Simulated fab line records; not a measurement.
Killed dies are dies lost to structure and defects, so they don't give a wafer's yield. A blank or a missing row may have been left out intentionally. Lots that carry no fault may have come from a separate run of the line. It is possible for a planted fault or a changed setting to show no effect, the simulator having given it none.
Which tool did it? | flow sky130 | 6 lots with 16 wafers sampled at 2 steps, on a route of 708 steps

WHAT THE GAUGES READ, wafer by wafer
SKY_SONOS_TUNNEL_TW_MEAS_12.
lot  | measured     | on           | SONOS_TUNNEL_TW
L648 | day 11 14:48 | filmMetro-01 | 200.1 200.5 200.1
L651 | day 12 18:11 | filmMetro-01 | 200.1 199.2 200.0
L657 | day 14 10:13 | filmMetro-01 | 178.4 178.7
L663 | day 16 12:50 | filmMetro-04 | 197.6 198.7 197.6
L667 | day 17 22:09 | filmMetro-01 | 199.9 200.4 200.3
L669 | day 18 16:40 | filmMetro-01 | 199.9 199.9 198.9

EACH LOT AND THE TOOL THAT RAN IT (in order: tool; ch and the chambers of the sampled wafers; start)
lot  | SKY_SONOS_TUNNEL_IMPLANT_09
L648 | implanter-03 ch 0, day 11 14:21
L651 | implanter-01 ch 0, day 12 17:45
L657 | implanter-02 ch 0, day 14 09:49
L663 | implanter-03 ch 0, day 16 12:23
L667 | implanter-01 ch 0, day 17 21:43
L669 | implanter-02 ch 0, day 18 16:16
- SKY_SONOS_TUNNEL_IMPLANT_09

THE ANSWER, worked out from the rows above alone
Rule: the lots themselves supply what counts as usual. Put in order of their means at a reading, lots are off if they are a third of the lots or fewer, leave a main group of 4 or more, and stand apart from it by a gap of 3 or more times the standard deviation of the main group's means; of several such gaps the widest counts. A main group is skipped when, at the precision printed for the reading in the tables above, its means are all equal. Also off: a lot with no number at a reading for which 4 or more lots have one. The other lots that the step has rows for count as sound.
Off: at SKY_SONOS_TUNNEL_TW_MEAS_12 (SONOS_TUNNEL_TW), L657. Main group: mean 199.5, sd 0.83.
If a tool, at a process step before that reading, ran all the lots that are off and no sound lot after the first of them, it fits. Those tools and the gauges at SKY_SONOS_TUNNEL_TW_MEAS_12 are tried in the same way. Not one of the candidates tried fits.

WHAT THE SIMULATOR HAD INSERTED
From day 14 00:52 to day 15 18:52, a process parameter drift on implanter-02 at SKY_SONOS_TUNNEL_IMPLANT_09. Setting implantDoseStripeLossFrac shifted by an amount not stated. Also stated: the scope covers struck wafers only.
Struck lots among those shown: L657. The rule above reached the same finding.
